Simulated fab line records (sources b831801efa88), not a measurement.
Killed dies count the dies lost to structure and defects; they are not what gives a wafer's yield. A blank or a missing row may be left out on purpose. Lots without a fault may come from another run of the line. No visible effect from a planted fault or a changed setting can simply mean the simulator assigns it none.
What tool caused it? ; flow gf180mcu ; Sampling: 6 lots, 18 wafers, 3 of 602 route steps

WHAT EACH GAUGE READ, for each wafer
GF_M2_CD_MEAS_14: the cd target is 280 nm.
lot;measured;on;cd_nm (nm)
L130;day 21 05:05;cd_sem-02;280.0 279.2 278.4
L132;day 21 21:23;cd_sem-01;281.7 281.4 282.8
L135;day 23 00:07;cd_sem-02;280.8 282.7 280.5
L143;day 25 09:14;cd_sem-02;279.7 280.0 279.2
L146;day 26 06:47;cd_sem-01;280.5 280.2 280.5
L149;day 27 12:10;cd_sem-02;280.1 280.1 278.7

WHICH TOOL RAN EACH LOT (tool, then ch and the chambers of the sampled wafers, then the start)
lot;GF_M2_SPUTTER_03;GF_M2_SPUTTER_04
L130;pvd_sputter-04, day 20 05:00;pvd_sputter-04, day 20 05:01
L132;pvd_sputter-01, day 20 21:08;pvd_sputter-01, day 20 21:10
L135;pvd_sputter-02, day 22 00:54;pvd_sputter-02, day 22 00:55
L143;pvd_sputter-04, day 24 11:21;pvd_sputter-04, day 24 11:22
L146;pvd_sputter-02, day 25 10:12;pvd_sputter-02, day 25 10:13
L149;pvd_sputter-02, day 26 16:01;pvd_sputter-02, day 26 16:02
- GF_M2_SPUTTER_03: material Ti, target thk 10 nm, time 6.7 s.
- GF_M2_SPUTTER_04: material TiN, target thk 50 nm, time 41.7 s.

THE ANSWER, worked out from the rows above alone
Rule: the lots themselves supply what counts as usual. The widest of any qualifying gaps counts: lots, ordered by their means at a reading, are off when they make up no more than a third of the lots, leave a main group of 4 or more, and stand apart from it by 3 or more times the standard deviation of that group's means. Not used: any main group whose means are identical at the precision the tables above print for the reading. Also off: a lot with no number at a reading for which 4 or more lots have one. Any other lot the step has rows for is counted as sound.
Nothing can be told from this: no lot is off at any reading shown.

WHAT THE SIMULATOR PUT IN
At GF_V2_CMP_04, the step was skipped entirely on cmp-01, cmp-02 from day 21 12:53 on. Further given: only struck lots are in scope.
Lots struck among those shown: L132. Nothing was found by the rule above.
